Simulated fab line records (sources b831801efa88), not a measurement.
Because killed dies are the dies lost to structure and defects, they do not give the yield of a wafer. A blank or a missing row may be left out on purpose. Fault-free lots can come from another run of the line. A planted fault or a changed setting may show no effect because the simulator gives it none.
The tool behind it: which one? | flow gf180mcu | 10 lots, 30 wafers sampled, at 2 steps of a route of 602

WHAT THE GAUGES READ, wafer by wafer
GF_STI_THK_MEAS_30.
lot  | measured    | on           | STI_OXIDATION_02_THK (nm)
L138 | day 2 12:37 | filmMetro-04 | 9.90 9.84 9.84
L139 | day 2 17:53 | filmMetro-03 | 10.25 10.20 10.28
L140 | day 2 17:53 | filmMetro-01 | 10.46 10.18 10.28
L141 | day 2 22:30 | filmMetro-03 | 10.14 10.25 10.23
L145 | day 3 17:27 | filmMetro-01 | 10.08 9.82 9.82
L149 | day 4 15:07 | filmMetro-01 | 7.40 7.40 7.12 7.37 7.39 7.12
L150 | day 4 20:55 | filmMetro-04 | 7.37 7.34 7.29 7.30 7.29 7.29
L156 | day 6 05:43 | filmMetro-03 | 10.05 9.98 9.96
L160 | day 7 03:55 | filmMetro-04 | 10.07 10.11 10.26
L161 | day 7 05:19 | filmMetro-04 | 10.10 10.01 10.10

WHAT TOOL EACH LOT RAN ON (gives the tool, then ch and the chambers of the sampled wafers, and finally the start)
lot  | GF_STI_OXIDATION_29
L138 | furnace-02 ch 0, day 2 11:13
L139 | furnace-02 ch 0, day 2 16:29
L140 | furnace-02 ch 0, day 2 16:29
L141 | furnace-02 ch 0, day 2 21:06
L145 | furnace-01 ch 0, day 3 16:02
L149 | furnace-02 ch 0, day 4 13:43
L150 | furnace-02 ch 0, day 4 19:31
L156 | furnace-01 ch 0, day 6 04:19
L160 | furnace-01 ch 0, day 7 02:31
L161 | furnace-01 ch 0, day 7 03:55
- GF_STI_OXIDATION_29: stabilise 600 s, purge 300 s, target thk 10 nm.

THE ANSWER, worked out from the rows above alone
Rule: the usual values come from the lots themselves. The widest of any qualifying gaps counts: lots, ordered by their means at a reading, are off when they make up no more than a third of the lots, leave a main group of 4 or more, and stand apart from it by 3 or more times the standard deviation of that group's means. Not used: any main group whose means are identical at the precision the tables above print for the reading. Also off: a lot with no number at a reading for which 4 or more lots have one. Where the step has rows for the other lots, those lots are counted as sound.
Off: L149, L150, seen at GF_STI_THK_MEAS_30 (STI_OXIDATION_02_THK). For the main group the mean is 10.09 nm and the standard deviation 0.15.
A tool fits if, at a process step before that reading, it ran every lot that is off, and no sound lot after the first of them. Those tools and the gauges at GF_STI_THK_MEAS_30 are tried in the same way. One candidate fits, namely furnace-02 at GF_STI_OXIDATION_29. Its last sound lot is L141 (day 2 21:06), its first lot that is off L149 (day 4 13:43): a fault that began between those two fits.

WHAT HAD BEEN PUT IN BY THE SIMULATOR
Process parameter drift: furnace-02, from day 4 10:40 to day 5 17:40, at GF_STI_OXIDATION_29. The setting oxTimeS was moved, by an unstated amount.
Struck lots among those shown: L149, L150. The rule above reached the same finding.
